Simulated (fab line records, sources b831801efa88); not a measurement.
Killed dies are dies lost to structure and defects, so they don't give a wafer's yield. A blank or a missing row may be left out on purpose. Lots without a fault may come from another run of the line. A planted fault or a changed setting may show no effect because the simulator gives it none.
fab line records | flow sky130
record lots=7 wafers=21 last_day=50
route steps=708 shown LOCAL_INTERCONNECT@390 PAD_OPEN@708
lots that met no fault: from a run of the same line without faults
start_h: hours from the record's first day to the start of the lot's first wafer shown | wait_h: hours since the lot's step before | " the same as in the row above | L1.1+2: a row that stands for several wafers | - no value, or no start given | * or withheld: withheld | < > ~ a bound
route shown NAME@n: a module of which the file shows steps, and the number in the route of the first | usual: mean/standard deviation of fault-free wafers | same: alike in all rows | chamber/n: place in a boat | sites: the reading at each site | _std_site: their standard deviation | _edge_site: outer sites' mean less inner sites' | radius_mm: how far each site lies from the wafer's centre | mask NAME#n: copy n | behind: the tool/chamber that last shaped the wafer | hold: why the lot was held/for how many hours/how that ended | device: the transistor (n, p or np) that didn't switch | end of line: the same wafers' tests at the end of the route | a step without rows: its recipe alone | killed: dies lost to structure and defects at the first sort, not the wafer's yield | map: a wafer's dies, x killed, . not, _ none there
set.NAME: the setting as run; set.NAME@STEP: as run at that earlier step | model.NAME: the simulator's own value behind a step, which no gauge read
lots at some steps of the route; a table a step, a row a wafer
services: from which hour (start_h, from the record's first day; less than 0 if before it) a tool's chamber was out of use, for how many hours, and why
## steps
# step SKY_LOCAL_INTERCONNECT_DEHYDRATE_03
# recipe temp_c=200 time_s=60
# step SKY_LOCAL_INTERCONNECT_HMDS_04
# recipe prime_time_s=60 prime_temp_c=120
# step SKY_LOCAL_INTERCONNECT_COAT_05
# recipe resist=BARC temp_c=withheld time_s=withheld spin_rpm=3000 resist_thk_nm=60
# step SKY_LOCAL_INTERCONNECT_COAT_06
# recipe resist=KrF-thick spin_rpm=3000 resist_thk_nm=450
# step SKY_LOCAL_INTERCONNECT_SOFTBAKE_07
# recipe temp_c=100 time_s=90 resist=KrF-thick
# step SKY_LOCAL_INTERCONNECT_EXPOSE_08
# recipe mask_id=LI1M na=0.8 source_shape=annular sigma_inner=0.55 sigma_outer=0.85 target_cd_nm=170 dose_mj=28
# step SKY_LOCAL_INTERCONNECT_PEB_09
# recipe peb_temp_c=withheld peb_time_s=withheld resist=KrF-thick
# step SKY_LOCAL_INTERCONNECT_DEVELOP_10
# recipe develop_time_s=60 resist=KrF-thick dev_temp_c=21
# step SKY_LOCAL_INTERCONNECT_CD_MEAS_11
# recipe target_cd_nm=170
# usual cd_nm=169.8/1.5
# columns lot.wafer tool chamber start_h wait_h cd_nm
L381.1 cd_sem-01 - 765.06 - 171.8
L381.4 " - " " 172.1
L381.5 " - " " 173.5
L382.1 cd_sem-01 - 765.87 - 168.1
L382.2 " - " " 170.2
L382.5 " - " " 169.9
L386.1 cd_sem-01 - 786.27 - 168.5
L386.2 " - " " 169.9
L386.4 " - " " 169.7
L387.1 cd_sem-02 - 793.47 - 170.4
L387.2 " - " " 168.5
L387.4 " - " " 167.2
L388.3 cd_sem-01 - 801.45 - 170.3
L388.4 " - " " 169.5
L388.6 " - " " 169.4
L396.1 cd_sem-01 - 864.22 - 169.6
L396.2 " - " " 169.1
L396.5 " - " " 170.1
L397.1 cd_sem-01 - 868.40 - 168.5
L397.2 " - " " 169.6
L397.3 " - " " 168.9
# step SKY_LOCAL_INTERCONNECT_OVL_MEAS_12
# usual LOCAL_INTERCONNECT_OVL=2/5.8
# columns lot.wafer tool chamber start_h wait_h LOCAL_INTERCONNECT_OVL[nm]
L381.1 overlay-01 - 765.18 0.1 -7
L381.4 " - " " 8
L381.5 " - " " -2
L382.1 overlay-02 - 765.99 0.1 -2
L382.2 " - " " 11
L382.5 " - " " 2
L386.1 overlay-01 - 786.39 0.1 -4
L386.2 " - " " 1
L386.4 " - " " -1
L387.1 overlay-01 - 793.59 0.1 -3
L387.2 " - " " 3
L387.4 " - " " 1
L388.3 overlay-02 - 801.55 0.1 0
L388.4 " - " " 6
L388.6 " - " " -2
L396.1 overlay-02 - 864.34 0.1 3
L396.2 " - " " 2
L396.5 " - " " 0
L397.1 overlay-02 - 868.52 0.1 3
L397.2 " - " " 0
L397.3 " - " " 3
# step SKY_LOCAL_INTERCONNECT_ETCH_13
# recipe chemistry=N2/H2 target=BARC ion_energy_ev=200 bias_w=100 pressure_mtorr=30 n2_flow_sccm=100 h2_flow_sccm=200 icp_w=500 stop_on=SiO2 time_s=45.9 target_depth_a=600
# usual drypump_motor_current_A=5.8/0.41 oes_product_au=0.855/0.0045 throttle_valve_pct=13.223/0.0098
# columns lot.wafer tool chamber start_h wait_h drypump_motor_current_A oes_product_au rf_hours_counter_h throttle_valve_pct
L381.1 rie_metal-02 1 765.22 0.0 6.0 0.849 12 13.212
L381.4 " 1 " " 6.0 0.860 - 13.222
L381.5 " 0 " " 6.3 0.858 - 13.224
L382.1 rie_metal-04 0 766.03 0.0 5.9 0.850 4 13.238
L382.2 " 1 " " 6.0 0.860 15 13.215
L382.5 " 0 " " 6.0 0.857 - 13.230
L386.1 rie_metal-01 0 786.43 0.0 5.2 0.863 3 13.225
L386.2 " 1 " " 6.0 0.855 15 13.217
L386.4 " 1 " " 6.0 0.856 - 13.214
L387.1 rie_metal-01 0 793.63 0.0 5.1 0.860 3 13.221
L387.2 " 1 " " 6.0 0.855 15 13.242
L387.4 " 1 " " 6.0 0.861 - 13.211
L388.3 rie_metal-01 1 801.59 0.0 6.0 0.858 - 13.237
L388.4 " 0 " " 5.2 0.858 - 13.213
L388.6 " 1 " " 6.0 0.856 - 13.210
L396.1 rie_metal-01 0 864.38 0.0 5.1 0.851 7 13.221
L396.2 " 1 " " 6.0 0.854 0 13.212
L396.5 " 1 " " 6.0 0.849 - 13.225
L397.1 rie_metal-01 0 868.56 0.0 5.1 0.857 7 13.229
L397.2 " 1 " " 6.0 0.858 0 13.224
L397.3 " 1 " " 6.0 0.853 - 13.231
# step SKY_LOCAL_INTERCONNECT_METAL_ETCH_14
# recipe target_depth_nm=110 stop_on=PSG chemistry=Cl2/BCl3 target=TiN resist_sidewall_deg=88 pressure_mtorr=10 icp_w=900 bias_w=48.5 Cl2_flow_sccm=60 bcl3_flow_sccm=30 time_s=31.4
# usual drypump_motor_current_A=5.8/0.41 oes_product_au=0.942/0.0079 throttle_valve_pct=21.900/0.0091
# columns lot.wafer tool chamber start_h wait_h drypump_motor_current_A oes_product_au rf_hours_counter_h throttle_valve_pct
L381.1 rie_metal-02 1 765.28 0.0 6.0 0.947 12 21.910
L381.4 " 1 " " 6.0 0.944 - 21.897
L381.5 " 0 " " 6.3 0.944 - 21.895
L382.1 rie_metal-04 0 766.09 0.0 6.0 0.938 4 21.880
L382.2 " 1 " " 5.9 0.931 15 21.909
L382.5 " 0 " " 5.9 0.940 - 21.899
L386.1 rie_metal-01 0 786.49 0.0 5.1 0.951 3 21.894
L386.2 " 1 " " 6.0 0.945 15 21.888
L386.4 " 1 " " 6.0 0.942 - 21.905
L387.1 rie_metal-01 0 793.69 0.0 5.1 0.942 3 21.896
L387.2 " 1 " " 6.0 0.942 15 21.906
L387.4 " 1 " " 6.0 0.946 - 21.904
L388.3 rie_metal-01 1 801.65 0.0 6.0 0.951 - 21.912
L388.4 " 0 " " 5.1 0.960 - 21.888
L388.6 " 1 " " 6.0 0.961 - 21.880
L396.1 rie_metal-01 0 864.44 0.0 5.1 0.952 7 21.895
L396.2 " 1 " " 6.0 0.946 0 21.897
L396.5 " 1 " " 6.0 0.947 - 21.907
L397.1 rie_metal-01 0 868.62 0.0 5.1 0.933 7 21.907
L397.2 " 1 " " 6.0 0.939 0 21.911
L397.3 " 1 " " 6.0 0.930 - 21.905
# step SKY_LOCAL_INTERCONNECT_STRIP_15
# recipe chemistry=O2/N2 power_w=1400 pressure_mtorr=1500 platen_temp_c=withheld o2_flow_sccm=3000 n2_flow_sccm=300 overash_fraction=0.5
# usual chamber_pressure_mTorr=1500.1/1.3 drypump_motor_current_A=5.9/0.44 oes_product_au=0.427/0.005 strip_time_to_endpoint_s=4.723/0.02
# columns lot.wafer tool chamber start_h wait_h chamber_pressure_mTorr drypump_motor_current_A oes_product_au rf_hours_counter_h strip_time_to_endpoint_s model.KrF-thick_of_LOCAL_INTERCONNECT_COAT_06.thk_nm
L381.1 plasma_asher-03 0 765.33 0.0 1499.9 6.2 0.426 91 4.730 0
L381.4 " 1 " " 1500.6 6.2 0.425 - 4.744 0
L381.5 " 0 " " 1498.9 6.1 0.424 - 4.738 0
L382.1 plasma_asher-03 0 766.14 0.0 1501.6 6.2 0.425 91 4.748 0
L382.2 " 1 " " 1498.7 6.2 0.436 91 4.738 0
L382.5 " 0 " " 1502.0 6.2 0.429 - 4.762 0
L386.1 plasma_asher-02 1 786.54 0.0 - - - - - 349.1
L386.2 " 0 " " - - - - - 348.9
L386.4 " 0 " " - - - - - 348.3
L387.1 plasma_asher-03 0 793.74 0.0 - - - - - 346.9
L387.2 " 1 " " - - - - - 346.5
L387.4 " 0 " " - - - - - 346.7
L388.3 plasma_asher-03 0 801.72 0.1 - - - - - 345.2
L388.4 " 1 " " - - - - - 347.1
L388.6 " 1 " " - - - - - 345.7
L396.1 plasma_asher-03 1 864.49 0.0 1497.7 6.2 0.423 101 4.729 0
L396.2 " 0 " " 1499.1 6.2 0.426 101 4.701 0
L396.5 " 0 " " 1500.4 6.1 0.429 - 4.716 0
L397.1 plasma_asher-01 1 868.67 0.0 1499.8 5.5 0.423 12 4.735 0
L397.2 " 0 " " 1500.8 5.3 0.429 12 4.741 0
L397.3 " 1 " " 1502.0 5.5 0.426 - 4.769 0
# step SKY_LOCAL_INTERCONNECT_STRIP_16
# recipe chemistry=post_etch_residue_remover time_s=1200 temp_c=72.5
# step SKY_PAD_OPEN_PROBE_99
# usual killed_at_M0_to_M3=44/6.4 killed_at_M4_up=3.0/1.8 killed_at_contacts=24/5 killed_at_front_end=16/4.3 killed_at_other=0.4/0.76 killed_dies=88/8.6 killed_on_rim=18/4 killed_open=47/7.2 killed_short=40/5.5
# same gross_dies=492 killed_at_back_side=0
# columns lot.wafer tool chamber start_h wait_h killed_at_M0_to_M3 killed_at_M4_up killed_at_contacts killed_at_front_end killed_at_other killed_dies killed_on_rim killed_open killed_short
L382.1 prober-02 - 1119.43 0.1 44 7 20 16 1 88 17 41 46
L382.2 prober-02 - 1119.48 0.1 51 5 25 16 0 97 9 52 45
L382.5 prober-02 - 1119.63 0.2 33 3 19 23 1 79 17 42 37
L386.1 prober-02 - 1134.21 0.1 47 7 418 20 0 492 96 42 49
L386.2 prober-02 - 1134.26 0.1 37 3 428 23 1 492 96 51 35
L386.4 prober-02 - 1134.36 0.2 47 3 421 21 0 492 96 56 37
L387.1 prober-01 - 1139.22 0.1 42 5 432 13 0 492 96 40 40
L387.2 prober-01 - 1139.27 0.1 36 4 439 13 0 492 96 40 38
L387.4 prober-01 - 1139.37 0.2 42 4 431 13 2 492 96 43 45
L388.3 prober-02 - 1143.05 0.2 31 4 441 16 0 492 96 40 30
L388.4 prober-02 - 1143.10 0.2 50 4 428 10 0 492 96 50 43
L388.6 prober-02 - 1143.20 0.2 47 3 423 18 1 492 96 53 43
L396.1 prober-02 - 1190.37 0.1 37 3 29 19 0 88 19 44 43
L396.2 prober-02 - 1190.42 0.1 45 5 26 13 1 90 24 50 40
L396.5 prober-02 - 1190.57 0.2 45 6 30 14 0 95 24 50 44
# killed by level:class
L382.1 VIA2:geometric_particle:open=9 LI_CONTACT:geometric_particle:open=7 VIA1:geometric_particle:open=7 VIA1:geometric_particle:short=6 METAL4:geometric_particle:short=6 METAL1:geometric_particle:short=6 CONTACT:geometric_particle:open=6 FIELD_ISO:geometric_particle:short=5
L382.2 CONTACT:geometric_particle:open=12 VIA1:geometric_particle:open=8 VIA2:geometric_particle:open=8 METAL3:geometric_particle:short=7 METAL2:geometric_particle:short=7 VIA2:geometric_particle:short=7 LI_CONTACT:geometric_particle:open=6 VIA3:geometric_particle:open=4
L382.5 CONTACT:geometric_particle:open=11 POLY_GATE:geometric_particle:open=6 VIA3:geometric_particle:open=6 FIELD_ISO:geometric_particle:short=5 VIA1:geometric_particle:open=5 FIELD_ISO:geometric_particle:open=4 METAL3:geometric_particle:short=4 VIA3:geometric_particle:short=4
L386.1 CONTACT:area_cvd=400 METAL2:geometric_particle:short=10 CONTACT:geometric_particle:open=9 VIA1:geometric_particle:open=7 VIA3:geometric_particle:open=6 FIELD_ISO:geometric_particle:open=5 FIELD_ISO:geometric_particle:short=5 METAL4:geometric_particle:short=5
L386.2 CONTACT:area_cvd=406 VIA1:geometric_particle:open=11 FIELD_ISO:geometric_particle:open=8 LI_CONTACT:geometric_particle:open=7 CONTACT:geometric_particle:open=7 METAL1:geometric_particle:short=6 VIA3:geometric_particle:open=5 POLY_GATE:geometric_particle:open=4
L386.4 CONTACT:area_cvd=399 CONTACT:geometric_particle:open=10 VIA1:geometric_particle:open=8 LI_CONTACT:geometric_particle:open=7 VIA3:geometric_particle:open=7 POLY_GATE:geometric_particle:open=6 VIA2:geometric_particle:open=6 METAL2:geometric_particle:short=5
L387.1 CONTACT:area_cvd=411 VIA1:geometric_particle:short=10 VIA1:geometric_particle:open=8 LI_CONTACT:geometric_particle:open=6 CONTACT:geometric_particle:open=6 VIA2:geometric_particle:open=6 CONTACT:geometric_particle:short=5 METAL2:geometric_particle:short=4
L387.2 CONTACT:area_cvd=413 METAL1:geometric_particle:short=10 VIA1:geometric_particle:open=10 CONTACT:geometric_particle:open=9 POLY_GATE:geometric_particle:short=5 LI_CONTACT:geometric_particle:open=5 CONTACT:geometric_particle:short=4 VIA2:geometric_particle:open=4
L387.4 CONTACT:area_cvd=403 VIA1:geometric_particle:open=13 CONTACT:geometric_particle:open=11 METAL1:geometric_particle:short=9 LI_CONTACT:geometric_particle:short=6 VIA1:geometric_particle:short=5 VIA3:geometric_particle:open=5 FIELD_ISO:geometric_particle:short=4
L388.3 CONTACT:area_cvd=422 CONTACT:geometric_particle:open=7 VIA1:geometric_particle:open=6 FIELD_ISO:geometric_particle:open=5 FIELD_ISO:geometric_particle:short=5 LI_CONTACT:geometric_particle:open=5 CONTACT:geometric_particle:short=5 METAL1:geometric_particle:short=5
L388.4 CONTACT:area_cvd=399 CONTACT:geometric_particle:open=13 VIA1:geometric_particle:open=10 VIA3:geometric_particle:open=8 METAL1:geometric_particle:short=7 LOCAL_INTERCONNECT:geometric_particle:short=6 CONTACT:geometric_particle:short=5 VIA2:geometric_particle:open=5
L388.6 CONTACT:area_cvd=396 CONTACT:geometric_particle:open=13 VIA2:geometric_particle:open=11 METAL1:geometric_particle:short=8 VIA1:geometric_particle:short=7 VIA1:geometric_particle:open=6 POLY_GATE:geometric_particle:open=5 POLY_GATE:geometric_particle:short=5
L396.1 CONTACT:geometric_particle:open=12 VIA1:geometric_particle:open=9 VIA3:geometric_particle:open=7 FIELD_ISO:geometric_particle:short=6 CONTACT:geometric_particle:short=6 VIA2:geometric_particle:open=6 POLY_GATE:geometric_particle:open=5 LOCAL_INTERCONNECT:geometric_particle:short=5
L396.2 VIA2:geometric_particle:open=9 CONTACT:geometric_particle:open=8 CONTACT:geometric_particle:short=7 VIA3:geometric_particle:open=7 LI_CONTACT:geometric_particle:open=6 VIA1:geometric_particle:open=5 METAL2:geometric_particle:short=5 METAL3:geometric_particle:short=5
L396.5 CONTACT:geometric_particle:open=12 VIA1:geometric_particle:open=12 LI_CONTACT:geometric_particle:open=7 VIA2:geometric_particle:open=7 FIELD_ISO:geometric_particle:short=5 CONTACT:geometric_particle:short=5 VIA1:geometric_particle:short=5 POLY_GATE:geometric_particle:short=4
# map L386.1 (x killed, . not)
__________xxxxxxxxxx_________
________xxxxxxxxxxxxxx_______
______xxxxxxxxxxxxxxxxxx_____
_____xxxxxxxxxxxxxxxxxxxx____
____xxxxxxxxxxxxxxxxxxxxxx___
___xxxxxxxxxxxxxxxxxxxxxxxx__
__xxxxxxxxxxxxxxxxxxxxxxxxxx_
_xxxxxxxxxxxxxxxxxxxxxxxxxxxx
_xxxxxxxxxxxxxxxxxxxxxxxxxxxx
_xxxxxxxxxxxxxxxxxxxxxxxxxxxx
_xxxxxxxxxxxxxxxxxxxxxxxxxxxx
_xxxxxxxxxxxxxxxxxxxxxxxxxxxx
_xxxxxxxxxxxxxxxxxxxxxxxxxxxx
_xxxxxxxxxxxxxxxxxxxxxxxxxxxx
_xxxxxxxxxxxxxxxxxxxxxxxxxxxx
__xxxxxxxxxxxxxxxxxxxxxxxxxx_
___xxxxxxxxxxxxxxxxxxxxxxxx__
____xxxxxxxxxxxxxxxxxxxxxx___
_____xxxxxxxxxxxxxxxxxxxx____
______xxxxxxxxxxxxxxxxxx_____
________xxxxxxxxxxxxxx_______
__________xxxxxxxxxx_________
# map L387.1 (x killed, . not)
__________xxxxxxxxxx_________
________xxxxxxxxxxxxxx_______
______xxxxxxxxxxxxxxxxxx_____
_____xxxxxxxxxxxxxxxxxxxx____
____xxxxxxxxxxxxxxxxxxxxxx___
___xxxxxxxxxxxxxxxxxxxxxxxx__
__xxxxxxxxxxxxxxxxxxxxxxxxxx_
_xxxxxxxxxxxxxxxxxxxxxxxxxxxx
_xxxxxxxxxxxxxxxxxxxxxxxxxxxx
_xxxxxxxxxxxxxxxxxxxxxxxxxxxx
_xxxxxxxxxxxxxxxxxxxxxxxxxxxx
_xxxxxxxxxxxxxxxxxxxxxxxxxxxx
_xxxxxxxxxxxxxxxxxxxxxxxxxxxx
_xxxxxxxxxxxxxxxxxxxxxxxxxxxx
_xxxxxxxxxxxxxxxxxxxxxxxxxxxx
__xxxxxxxxxxxxxxxxxxxxxxxxxx_
___xxxxxxxxxxxxxxxxxxxxxxxx__
____xxxxxxxxxxxxxxxxxxxxxx___
_____xxxxxxxxxxxxxxxxxxxx____
______xxxxxxxxxxxxxxxxxx_____
________xxxxxxxxxxxxxx_______
__________xxxxxxxxxx_________
## services
# columns tool chamber start_h hours kind
plasma_asher-01 0 742.75 - clean
plasma_asher-01 1 742.75 - clean
rie_metal-04 - 834.19 1.8 repair
rie_metal-04 0 835.49 5.0 repair
rie_metal-02 1 839.06 - clean
rie_metal-02 1 839.06 17.1 scheduled_down
rie_metal-02 1 839.06 17.1 vent_cycle
rie_metal-01 1 843.36 - clean
rie_metal-01 1 843.36 17.0 scheduled_down
rie_metal-01 1 843.36 17.0 vent_cycle
rie_metal-04 - 850.96 14.6 pm
## key
first_sign step=SKY_LOCAL_INTERCONNECT_STRIP_15 reading=tool_record direction=missing
effect step=SKY_PAD_OPEN_PROBE_99 reading=killed_at_contacts direction=up sigmas=80 usual=24 struck=429
model_effect step=SKY_LOCAL_INTERCONNECT_STRIP_15 value=KrF-thick_of_LOCAL_INTERCONNECT_COAT_06.thk_nm without=0 struck=347.1
more_kills_born_at SKY_CONTACT_CVD_00@pecvd-02=1227 SKY_CONTACT_CVD_00@pecvd-04=1217 SKY_CONTACT_CVD_00@pecvd-01=1205
met_at SKY_LOCAL_INTERCONNECT_STRIP_15
struck_wafers L386.1,L386.2,L386.4,L387.1,L387.2,L387.4,L388.3,L388.4,L388.6
later_rows_left_out L386.1,L386.2,L386.4,L387.1,L387.2,L387.4,L388.3,L388.4,L388.6
tester_left_out L386,L387,L388
onset_between 766.14 786.54
fault kind=skipped_step_whole tool=plasma_asher-02,plasma_asher-03 chamber=- onset_h=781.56 steps=SKY_LOCAL_INTERCONNECT_STRIP_15 scope=struck_lots_only
# tester_left_out: of these lots the tester's yield and bins aren't shown, on N5 and GAA mostly nor the transistor test; their killed dies are dies lost to structure and defects alone, not to doping, threshold or leakage, so they don't give the yield
# later_rows_left_out: the simulator's readings of these wafers behind a module that went badly wrong aren't trusted and aren't shown, but for the sort
